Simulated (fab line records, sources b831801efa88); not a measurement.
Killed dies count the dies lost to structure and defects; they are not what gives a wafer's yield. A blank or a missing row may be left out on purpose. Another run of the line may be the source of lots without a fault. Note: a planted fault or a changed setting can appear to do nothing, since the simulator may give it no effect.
fab line records	flow sfqLine
record lots=7	wafers=19	lastDay=76
route steps=325 shown C5@246 M6@251
lots that met no fault: from a run of the same line without faults
startH: the number of hours between the record's first day and the start of the first shown wafer of the lot	waitH: hours elapsed since this lot's preceding step	" as in the row above	L1.1+2: one row covering several wafers at once	- no value, or no start was given	* or withheld: withheld	< > ~ a bound
route shown NAME@n: NAME is a module with steps in the file, n the number in the route of the first one	usual: mean and standard deviation over wafers with no fault	same: alike in all rows	chamber/n: place in a boat	sites: per-site readings	_std_site: the standard deviation of these	_edge_site: the outer-site mean with the inner-site mean subtracted	radiusMm: how far each site lies from the wafer's centre	mask NAME#n: copy n	behind: the tool/chamber that last shaped the wafer	hold: why the lot went on hold/how many hours it stayed there/how the hold came to an end	device: transistor that didn't switch, given as n, p or np	end of line: tests of these same wafers at the route's end	step lacking rows: just its recipe	killed: dies that structure and defects cost at the first sort, which is not the same as the wafer's yield	map: shows each die of a wafer: x if killed, . if not, _ if none is there
set.NAME: the setting as run; set.NAME@STEP: as run at that earlier step	model.NAME: the simulator's own value behind a step, which no gauge read
certain route steps with their lots: each step a table, each wafer a row
services: from which hour (startH, from the record's first day; less than 0 if before it) a tool's chamber was out of use, for how many hours, and why
## steps
# step SFQ_C5_OVL_MEAS_937
# usual C5_OVL=4/6.6
lot.wafer	tool	chamber	startH	waitH	C5_OVL[nm]
L648.3	overlay-01	-	1365.87	0.1	3
L648.4	"	-	"	"	7
L648.5	"	-	"	"	8
L652.3	overlay-01	-	1409.49	0.1	10
L652.4	"	-	"	"	9
L652.5	"	-	"	"	9
L655.1	overlay-02	-	1427.03	0.1	7
L655.2	"	-	"	"	-3
L655.4	"	-	"	"	4
L656.3	overlay-02	-	1436.64	0.1	3
L656.4	"	-	"	"	16
L656.5	"	-	"	"	3
L661.5	overlay-01	-	1477.85	0.0	2
L661.6	"	-	"	"	7
L662.1	overlay-01	-	1482.63	0.1	-6
L662.2	"	-	"	"	1
L662.4	"	-	"	"	0
L663.4	overlay-01	-	1487.45	0.1	8
L663.6	"	-	"	"	2
# step SFQ_TRILAYER_C5_BARC_OPEN_VIA_ETCH_210
# recipe maskMaterial=PR	chemistry=O2	targetDepthNm=125	target=BARC	sourceW=500	biasW=80	pressureMtorr=30	timeS=41.7
# usual drypumpMotorCurrentA=5.8/0.36	oesProductAu=0.686/0.0048
lot.wafer	tool	chamber	startH	waitH	drypumpMotorCurrentA	oesProductAu	rfHoursCounterH
L648.3	rieDiel-04	2	1365.89	0.0	5.9	0.685	6
L648.4	"	3	"	"	5.8	0.684	-
L648.5	"	2	"	"	5.9	0.685	-
L652.3	rieDiel-04	1	1409.51	0.0	5.8	0.681	17
L652.4	"	2	"	"	5.9	0.684	7
L652.5	"	3	"	"	5.8	0.697	-
L655.1	rieDiel-01	2	1427.06	0.0	6.1	0.680	18
L655.2	"	3	"	"	5.7	0.688	20
L655.4	"	1	"	"	5.8	0.684	13
L656.3	rieDiel-03	3	1436.66	0.0	5.2	0.688	18
L656.4	"	1	"	"	6.1	0.688	13
L656.5	"	2	"	"	5.9	0.687	-
L661.5	rieDiel-04	3	1477.88	0.0	5.8	0.680	-
L661.6	"	0	"	"	5.7	0.684	-
L662.1	rieDiel-04	2	1482.66	0.0	5.9	0.691	8
L662.2	"	3	"	"	5.8	0.682	19
L662.4	"	1	"	"	5.8	0.682	18
L663.4	rieDiel-04	1	1487.48	0.0	5.8	0.686	-
L663.6	"	2	"	"	5.9	0.685	-
# step SFQ_TRILAYER_C5_ETCH_VIA_ETCH_154
# recipe target=SiO2	maskMaterial=PR	chemistry=CHF3	targetDepthNm=84	sourceW=500	biasW=80	pressureMtorr=30	timeS=withheld	stopOn=Nb
# usual drypumpMotorCurrentA=5.8/0.36	oesProductAu=0.892/0.0095
lot.wafer	tool	chamber	startH	waitH	drypumpMotorCurrentA	oesProductAu
L648.3	rieDiel-04	2	1365.93	0.0	5.9	0.890
L648.4	"	3	"	"	5.8	0.909
L648.5	"	2	"	"	5.9	0.895
L652.3	rieDiel-04	1	1409.55	0.0	5.8	0.896
L652.4	"	2	"	"	5.9	0.905
L652.5	"	3	"	"	5.8	0.899
L655.1	rieDiel-01	2	1427.10	0.0	6.1	0.895
L655.2	"	3	"	"	5.7	0.904
L655.4	"	1	"	"	5.8	0.911
L656.3	rieDiel-03	3	1436.70	0.0	5.2	0.877
L656.4	"	1	"	"	6.1	0.899
L656.5	"	2	"	"	5.9	0.902
L661.5	rieDiel-04	3	1477.93	0.0	5.8	0.891
L661.6	"	0	"	"	5.7	0.912
L662.1	rieDiel-04	2	1482.70	0.0	5.9	0.894
L662.2	"	3	"	"	5.8	0.902
L662.4	"	1	"	"	5.8	0.884
L663.4	rieDiel-04	1	1487.53	0.0	5.8	0.900
L663.6	"	2	"	"	5.9	0.898
# step SFQ_TRILAYER_C5_STRIP_STRIP_155
# recipe gas=O2	powerW=200	platenTempC=40	overashFraction=0.65	chemistry=O2	pressureMtorr=50
# usual drypumpMotorCurrentA=5.6/0.43	oesProductAu=1.009/0.011
lot.wafer	tool	chamber	startH	waitH	drypumpMotorCurrentA	oesProductAu	rfHoursCounterH
L648.3	rieMetal-02	0	1366.18	-	6.3	1.010	-
L648.4	"	1	"	"	5.6	0.991	-
L648.5	"	0	"	"	6.3	1.018	-
L652.3	rieMetal-02	1	1409.80	-	5.6	1.002	-
L652.4	"	0	"	"	6.3	1.018	-
L652.5	"	1	"	"	5.6	0.991	-
L655.1	rieMetal-02	1	1427.15	-	5.6	1.001	59
L655.2	"	0	"	"	6.4	1.014	41
L655.4	"	1	"	"	5.6	1.002	-
L656.3	rieMetal-04	0	1436.95	-	6.0	0.993	-
L656.4	"	1	"	"	5.9	1.020	-
L656.5	"	1	"	"	5.8	1.030	-
L661.5	rieMetal-03	1	1478.35	-	5.3	0.999	-
L661.6	"	0	"	"	5.1	1.006	-
L662.1	rieMetal-04	1	1482.75	-	5.8	1.012	158
L662.2	"	1	"	"	5.8	1.024	-
L662.4	"	1	"	"	5.8	1.019	-
L663.4	rieMetal-03	0	1488.15	-	5.1	1.015	-
L663.6	"	0	"	"	5.1	1.019	-
# step SFQ_TRILAYER_C5_STRIP_SOLV_CLEAN_156
# recipe chemistry=NMP	tempC=70	timeS=600
# step SFQ_TRILAYER_M6_DEP_PRE_CLEAN_158
# recipe gas=Ar	timeS=22.5	biasV=250
# step SFQ_TRILAYER_M6_DEP_SPUTTER_157
# recipe material=Nb	basePressurePa=1.33e-06	chamberPressurePa=0.1333	substrateTempC=20	targetThkNm=200	powerW=2000	timeS=133.3
# usual throttleValvePct=29.9/0.87
lot.wafer	tool	chamber	startH	waitH	throttleValvePct
L648.3	pvdSputter-03	-	1366.78	0.0	30.2
L648.4	"	-	"	"	30.2
L648.5	"	-	"	"	29.8
L652.3	pvdSputter-03	-	1410.41	0.0	30.1
L652.4	"	-	"	"	29.8
L652.5	"	-	"	"	29.3
L655.1	pvdSputter-03	-	1427.96	0.0	29.3
L655.2	"	-	"	"	29.6
L655.4	"	-	"	"	29.7
L656.3	pvdSputter-03	-	1437.57	0.0	30.1
L656.4	"	-	"	"	29.3
L656.5	"	-	"	"	29.7
L661.5	pvdSputter-05	-	1478.80	0.0	28.1
L661.6	"	-	"	"	29.9
L662.1	pvdSputter-05	-	1484.16	0.0	31.1
L662.2	"	-	"	"	31.1
L662.4	"	-	"	"	29.5
L663.4	pvdSputter-03	-	1488.96	0.0	29.7
L663.6	"	-	"	"	29.6
# step SFQ_M6_RS_MEAS_938
# recipe thkMeasGauge=four-point-probe	reads=Nb_of_TRILAYER_M6_DEP_SPUTTER_157
# usual M6_NB_RS=0.895/0.01
lot.wafer	tool	chamber	startH	waitH	M6_NB_RS[ohm/sq]
L648.3	filmMetro-04	-	1366.91	0.1	0.891
L648.4	"	-	"	"	0.888
L648.5	"	-	"	"	0.901
L652.3	filmMetro-02	-	1410.54	0.1	0.902
L652.4	"	-	"	"	0.894
L652.5	"	-	"	"	0.886
L655.1	filmMetro-02	-	1428.05	0.0	0.895
L655.2	"	-	"	"	0.879
L655.4	"	-	"	"	0.889
L656.3	filmMetro-04	-	1437.70	0.1	0.898
L656.4	"	-	"	"	0.874
L656.5	"	-	"	"	0.882
L661.5	filmMetro-04	-	1478.93	0.1	0.891
L661.6	"	-	"	"	0.895
L662.1	filmMetro-04	-	1484.25	0.0	0.895
L662.2	"	-	"	"	0.898
L662.4	"	-	"	"	0.892
L663.4	filmMetro-01	-	1489.11	0.1	0.898
L663.6	"	-	"	"	0.892
# step SFQ_TRILAYER_M6_LITHO_COAT_164
# recipe resist=BARC	spinRpm=3000	resistThkNm=62
# step SFQ_TRILAYER_M6_LITHO_COAT_159
# recipe resist=KrF	spinRpm=3000	resistThkNm=600
# step SFQ_TRILAYER_M6_LITHO_SOFTBAKE_163
# recipe tempC=withheld	timeS=withheld	resist=KrF
# step SFQ_TRILAYER_M6_LITHO_EXPOSE_160
# recipe maskId=M6	na=0.6	sourceShape=conventional	sigmaOuter=0.65	targetCdNm=500	doseMj=14.4
# usual reticleTempC=22.99/0.095
lot.wafer	tool	chamber	startH	waitH	mask	reticleTempC
L648.3	krfScanner-02	0	1400.46	-	M6#0	22.95
L648.4	"	0	"	"	M6#0	22.91
L648.5	"	0	"	"	M6#0	23.02
L652.3	krfScanner-02	0	1440.06	-	M6#0	22.88
L652.4	"	0	"	"	M6#0	22.92
L652.5	"	0	"	"	M6#0	22.99
L655.1	krfScanner-02	0	1456.46	-	M6#0	23.07
L655.2	"	0	"	"	M6#0	22.97
L655.4	"	0	"	"	M6#0	23.03
L656.3	krfScanner-02	0	1467.23	-	M6#0	22.90
L656.4	"	0	"	"	M6#0	22.90
L656.5	"	0	"	"	M6#0	22.75
L661.5	krfScanner-02	0	1501.03	-	M6#0	23.09
L661.6	"	0	"	"	M6#0	23.27
L662.1	krfScanner-02	0	1503.83	-	M6#0	22.92
L662.2	"	0	"	"	M6#0	22.80
L662.4	"	0	"	"	M6#0	22.90
L663.4	krfScanner-02	0	1508.78	-	M6#0	23.08
L663.6	"	0	"	"	M6#0	22.92
# step SFQ_TRILAYER_M6_LITHO_PEB_162
# recipe pebTempC=115	pebTimeS=60	resist=KrF
# step SFQ_TRILAYER_M6_LITHO_DEVELOP_161
# recipe timeS=60	resist=KrF
# step SFQ_M6_OVL_MEAS_940
# usual M6_OVL=-1/6.5
lot.wafer	tool	chamber	startH	waitH	M6_OVL[nm]
L648.3	overlay-02	-	1401.57	0.1	1
L648.4	"	-	"	"	-7
L648.5	"	-	"	"	0
L652.3	overlay-02	-	1441.17	0.1	-4
L652.4	"	-	"	"	7
L652.5	"	-	"	"	-8
L655.1	overlay-01	-	1457.96	0.1	-2
L655.2	"	-	"	"	6
L655.4	"	-	"	"	-2
L656.3	overlay-02	-	1468.35	0.1	-5
L656.4	"	-	"	"	0
L656.5	"	-	"	"	-8
L661.5	overlay-01	-	1501.76	0.0	5
L661.6	"	-	"	"	2
L662.1	overlay-01	-	1505.33	0.1	7
L662.2	"	-	"	"	5
L662.4	"	-	"	"	-4
L663.4	overlay-02	-	1509.70	0.1	-10
L663.6	"	-	"	"	-10
# step SFQ_TRILAYER_M6_BARC_OPEN_METAL_ETCH_206
# recipe maskMaterial=PR	chemistry=O2	targetDepthNm=125	target=BARC	icpW=600	biasW=80	pressureMtorr=10	timeS=41.7
# usual drypumpMotorCurrentA=5.5/0.41	oesProductAu=0.685/0.0047
lot.wafer	tool	chamber	startH	waitH	drypumpMotorCurrentA	oesProductAu	rfHoursCounterH	model.M6.cdNm
L648.3	rieMetal-04	0	1401.61	0.0	6.0	0.681	-	497.4
L648.4	"	1	"	"	5.9	0.689	-	500.5
L648.5	"	0	"	"	6.0	0.691	-	496
L652.3	rieMetal-01	0	1441.21	0.0	5.0	0.687	-	499.3
L652.4	"	1	"	"	5.9	0.688	-	501
L652.5	"	1	"	"	5.8	0.682	-	500.6
L655.1	rieMetal-01	1	1457.99	0.0	5.9	0.677	72	498.8
L655.2	"	0	"	"	5.0	0.688	81	497.8
L655.4	"	0	"	"	5.0	0.687	-	497.3
L656.3	rieMetal-01	0	1468.39	0.0	5.0	0.676	-	498.1
L656.4	"	1	"	"	5.8	0.680	-	499.6
L656.5	"	1	"	"	5.9	0.687	-	499.9
L661.5	rieMetal-01	1	1501.85	0.1	5.8	0.692	-	493.9
L661.6	"	1	"	"	5.8	0.687	-	500.5
L662.1	rieMetal-01	0	1505.37	0.0	5.0	0.683	90	498
L662.2	"	1	"	"	5.8	0.689	82	500.1
L662.4	"	0	"	"	5.0	0.686	-	490.3
L663.4	rieMetal-01	1	1509.74	0.0	5.8	0.685	-	492.7
L663.6	"	1	"	"	5.8	0.684	-	500.9
# step SFQ_TRILAYER_M6_ETCH_METAL_ETCH_162
# recipe target=Nb	stopOn=SiO2	maskMaterial=PR	chemistry=Cl2/Ar	targetDepthNm=240	icpW=600	biasW=80	pressureMtorr=10	timeS=120
# usual drypumpMotorCurrentA=5.5/0.41	oesProductAu=0.892/0.0068
lot.wafer	tool	chamber	startH	waitH	drypumpMotorCurrentA	oesProductAu	rfHoursCounterH	model.M6.cdNm
L648.3	rieMetal-04	0	1401.70	0.1	6.0	0.897	-	495.5
L648.4	"	1	"	"	5.8	0.889	-	502.1
L648.5	"	0	"	"	6.0	0.889	-	495.7
L652.3	rieMetal-01	0	1441.30	0.1	5.0	0.887	-	495.2
L652.4	"	1	"	"	5.8	0.887	-	497.5
L652.5	"	1	"	"	5.9	0.898	-	497.5
L655.1	rieMetal-01	1	1458.05	0.0	5.9	0.895	72	496
L655.2	"	0	"	"	5.0	0.900	82	494.7
L655.4	"	0	"	"	5.0	0.891	-	494.3
L656.3	rieMetal-01	0	1468.47	0.1	5.0	0.884	-	495.9
L656.4	"	1	"	"	5.8	0.902	-	496
L656.5	"	1	"	"	5.9	0.893	-	495.9
L661.5	rieMetal-01	1	1502.06	0.2	5.9	0.896	-	489.6
L661.6	"	1	"	"	5.8	0.885	-	495.4
L662.1	rieMetal-01	0	1505.43	0.0	5.0	0.889	90	496.4
L662.2	"	1	"	"	5.9	0.895	82	495.2
L662.4	"	0	"	"	5.0	0.887	-	486.9
L663.4	rieMetal-01	1	1509.82	0.1	5.8	0.887	-	488
L663.6	"	1	"	"	5.8	0.896	-	496
# step SFQ_TRILAYER_M6_STRIP_STRIP_163
# recipe gas=O2	powerW=200	platenTempC=40	overashFraction=0.65	chemistry=O2	pressureMtorr=50
# usual drypumpMotorCurrentA=5.5/0.41	oesProductAu=1.000/0.013
lot.wafer	tool	chamber	startH	waitH	drypumpMotorCurrentA	oesProductAu	rfHoursCounterH
L648.3	rieMetal-04	0	1401.98	0.2	6.0	1.009	-
L648.4	"	1	"	"	5.8	1.026	-
L648.5	"	0	"	"	6.0	0.997	-
L652.3	rieMetal-01	0	1441.58	0.2	5.0	1.000	-
L652.4	"	1	"	"	5.8	1.008	-
L652.5	"	1	"	"	5.8	0.987	-
L655.1	rieMetal-01	1	1458.18	0.1	5.8	0.991	72
L655.2	"	0	"	"	5.0	1.000	82
L655.4	"	0	"	"	5.0	0.999	-
L656.3	rieMetal-01	0	1468.75	0.2	5.0	1.000	-
L656.4	"	1	"	"	5.8	0.996	-
L656.5	"	1	"	"	5.9	0.988	-
L661.5	rieMetal-01	1	1502.94	0.8	5.8	0.994	-
L661.6	"	1	"	"	5.9	0.991	-
L662.1	rieMetal-01	0	1505.55	0.1	5.0	0.988	90
L662.2	"	1	"	"	5.9	0.990	82
L662.4	"	0	"	"	5.0	0.998	-
L663.4	rieMetal-01	1	1510.10	0.2	5.8	0.980	-
L663.6	"	1	"	"	5.8	0.980	-
## services
tool	chamber	startH	hours	kind
rieDiel-01	3	1345.92	15.2	repair
rieDiel-03	0	1349.36	19.7	repair
rieDiel-01	0	1349.95	13.8	repair
rieDiel-04	1	1359.90	9.5	repair
pvdSputter-05	-	1362.29	5.1	repair
rieMetal-02	-	1365.36	0.4	repair
krfScanner-02	-	1367.56	1.3	pm
rieDiel-04	-	1389.48	14.6	pm
krfScanner-02	-	1408.48	0.6	repair
rieMetal-02	0	1412.87	8.6	repair
rieDiel-01	0	1414.14	2.5	repair
rieMetal-01	1	1419.81	13.0	repair
pvdSputter-03	-	1448.63	2.0	repair
pvdSputter-05	-	1451.14	1.0	repair
krfScanner-02	-	1458.86	4.4	pm
rieDiel-03	-	1468.52	15.6	pm
rieMetal-04	-	1476.18	2.8	pm
rieDiel-04	-	1477.95	2.8	pm
rieMetal-04	0	1481.61	-	clean
krfScanner-02	-	1482.43	1.0	pm
rieDiel-04	0	1485.56	4.5	repair
rieMetal-01	0	1498.51	3.3	repair
rieDiel-01	-	1504.32	0.8	repair
rieMetal-03	1	1507.66	5.6	repair
## key
firstSign none at tools or gauges
modelEffect step=SFQ_TRILAYER_M6_BARC_OPEN_METAL_ETCH_206	value=M6.cdNm	without=500.1	struck=492.3
modelEffect step=SFQ_TRILAYER_M6_ETCH_METAL_ETCH_162	value=M6.cdNm	without=496	struck=488.2
metAt SFQ_TRILAYER_M6_LITHO_EXPOSE_160
struckWafers L661.5,L662.4,L663.4
onsetBetween 1467.23 1501.03
fault kind=processParameterDrift	tool=krfScanner-02	chamber=-	onsetH=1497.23	steps=SFQ_TRILAYER_M6_LITHO_EXPOSE_160	channel=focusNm	offset=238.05	shape=step	endH=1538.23	scope=struckWafersOnly
